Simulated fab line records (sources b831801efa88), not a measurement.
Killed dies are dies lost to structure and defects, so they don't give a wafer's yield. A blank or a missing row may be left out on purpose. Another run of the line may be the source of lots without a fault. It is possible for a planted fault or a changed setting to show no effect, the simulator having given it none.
Matching of chambers || flow sky130 || SKY_VIA1_CMP_02 on cmp-01 has 4 sister chambers
The step polishes SiO2. 8 wafers are shown with their chamber, then 10 later ones without.

## WAFERS, EACH WITH ITS CHAMBER
{"wafer": "L080.4", "chamber": 0, "motor_current_A (A)": 11.5, "head_pressure_psi (psi)": 3.986}
{"wafer": "L089.2", "chamber": 0, "motor_current_A (A)": 11.5, "head_pressure_psi (psi)": 3.998}
{"wafer": "L089.3", "chamber": 3, "motor_current_A (A)": 11.2, "head_pressure_psi (psi)": 4.004}
{"wafer": "L089.6", "chamber": 1, "motor_current_A (A)": 15.1, "head_pressure_psi (psi)": 3.993}
{"wafer": "L090.3", "chamber": 3, "motor_current_A (A)": 10.8, "head_pressure_psi (psi)": 4.002}
{"wafer": "L090.5", "chamber": 2, "motor_current_A (A)": 13.3, "head_pressure_psi (psi)": 3.987}
{"wafer": "L091.2", "chamber": 1, "motor_current_A (A)": 13.1, "head_pressure_psi (psi)": 4.001}
{"wafer": "L091.3", "chamber": 2, "motor_current_A (A)": 13.1, "head_pressure_psi (psi)": 3.991}

## WAFERS MISSING THEIR CHAMBER
{"wafer": "L091.5", "motor_current_A (A)": 11.6, "head_pressure_psi (psi)": 4.007}
{"wafer": "L095.2", "motor_current_A (A)": 12.5, "head_pressure_psi (psi)": 4.015}
{"wafer": "L095.3", "motor_current_A (A)": 11.8, "head_pressure_psi (psi)": 3.999}
{"wafer": "L095.5", "motor_current_A (A)": 10.8, "head_pressure_psi (psi)": 4.006}
{"wafer": "L097.2", "motor_current_A (A)": 14.2, "head_pressure_psi (psi)": 3.995}
{"wafer": "L097.4", "motor_current_A (A)": 11.4, "head_pressure_psi (psi)": 3.996}
{"wafer": "L097.6", "motor_current_A (A)": 11.0, "head_pressure_psi (psi)": 4.011}
{"wafer": "L096.3", "motor_current_A (A)": 11.8, "head_pressure_psi (psi)": 4.013}
{"wafer": "L096.5", "motor_current_A (A)": 12.7, "head_pressure_psi (psi)": 3.997}
{"wafer": "L096.6", "motor_current_A (A)": 14.0, "head_pressure_psi (psi)": 3.993}

## EACH ONE'S CHAMBER
{"wafer": "L091.5", "from the rows above": "can't be placed: 3 or 0", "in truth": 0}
{"wafer": "L095.2", "from the rows above": "can't be placed: 3 or 1 or 0 or 2", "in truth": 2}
{"wafer": "L095.3", "from the rows above": "can't be placed: 3 or 0 or 2 or 1", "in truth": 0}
{"wafer": "L095.5", "from the rows above": 3, "in truth": 3}
{"wafer": "L097.2", "from the rows above": "can't be placed: 1 or 2", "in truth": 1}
{"wafer": "L097.4", "from the rows above": "can't be placed: 0 or 3", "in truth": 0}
{"wafer": "L097.6", "from the rows above": 3, "in truth": 3}
{"wafer": "L096.3", "from the rows above": "can't be placed: 3 or 0", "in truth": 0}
{"wafer": "L096.5", "from the rows above": "can't be placed: 2 or 0 or 1 or 3", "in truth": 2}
{"wafer": "L096.6", "from the rows above": "can't be placed: 1 or 2", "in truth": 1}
2 of 10 placed correctly. Can't be placed from these rows: 8 (the true chamber is among the candidates in 8). Placed wrongly: 0.
How it was worked out, from the rows above alone: a wafer's distance from a chamber is the root of the sum, over the readings, of the square of ((its reading less the chamber's mean) divided by the reading's scatter). The wafer belongs to the nearest chamber; if the next one is less than 2 further off, it can't be placed. For every chamber, the mean is computed from those of its wafers that are shown. The scatter: take each reading less its chamber's mean, square it, sum over the shown wafers, divide by the number of wafers less the number of chambers, and take the root.
